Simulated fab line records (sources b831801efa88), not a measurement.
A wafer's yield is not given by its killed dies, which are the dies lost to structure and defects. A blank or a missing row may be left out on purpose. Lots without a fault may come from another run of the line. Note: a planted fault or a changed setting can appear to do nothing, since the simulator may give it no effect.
Code-filled problem report in 8D (eight disciplines) form ; flow gf180mcu ; the parts of the form that need people (team, actions taken, sign-off) are left out

1. THE ISSUE
At GF_V4_CVD_23, chamber pressure Torr averages 38.76 Torr over 6 wafers from 2 lots, while fault-free wafers read 40.00 Torr, standard deviation 0.086. Measured from the usual mean, that is -14 standard deviations.
The step: deposits W, target thk 350 nm, time 104.9 s.
The first sign was on wafer L287.1 at day 28 18:16, on cvd w-01. The record holds 39 wafers of 13 lots with a number at this step. The rule behind "out" and "out of limits": a value lying over 4 standard deviations away from the usual mean. Any other wafer with a number is counted as sound.

2. WHAT IT IS, WHAT IT ISN'T
question;is;is not
which readings at this step;chamber pressure Torr;heater power w
which lots;L287, L288;L274, L275, L276, L278, L279, L280, L281, L282, L283, L285, L297
which wafers of those lots;all that have a number;-
read on which tools;cvd w-01;cvd w-02
when;from day 28 18:16;"up to then (30 sound wafers); but 3 sound wafers of L297 came after"

3. THE SUSPECTS, EACH WITH WHAT RULES IT OUT
Counting: any tool at a process step up to the reading is kept as a suspect provided that every lot that is out went through it and no sound lot did after the first of them.
- cvd w-01 at GF_V4_CVD_23 (deposits W, target thk 350 nm, time 104.9 s): kept. It processed each lot that is out, first L287 at day 28 18:16, and no sound lot thereafter; up to then, the last sound lot it processed was L285 at day 28 08:15. Its own readings are out on those wafers: chamber pressure Torr.
Left after counting: cvd w-01 at GF_V4_CVD_23.

4. THE CAUSE (what the simulator had put in)
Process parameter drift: cvd w-01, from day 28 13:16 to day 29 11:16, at GF_V4_CVD_23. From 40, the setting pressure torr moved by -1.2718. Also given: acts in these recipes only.
The count eliminated every tool but this one.

5. THE EFFECT CHAIN, in route order
Each row: a reading whose mean over the struck wafers that have a number lies more than 3 standard deviations from the usual. Scope: only readings with a usual standard deviation given in the record; hours: median across lots of the time from each lot's start at the first step in this table that gives one to its start at this step; sigmas: change in usual standard deviations.
hours;step;reading;usual;on struck wafers;change;sigmas
0;GF_V4_CVD_23;chamber pressure Torr;40.00 Torr;38.76;-1.24;-14
Here are the process steps it includes:
- GF_V4_CVD_23: deposits W, target thk 350 nm, time 104.9 s.

6. WHAT WOULD HAVE CAUGHT IT SOONER
In this record no reading fell out of limits until day 28 18:16, 5 hours after the fault had begun at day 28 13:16.
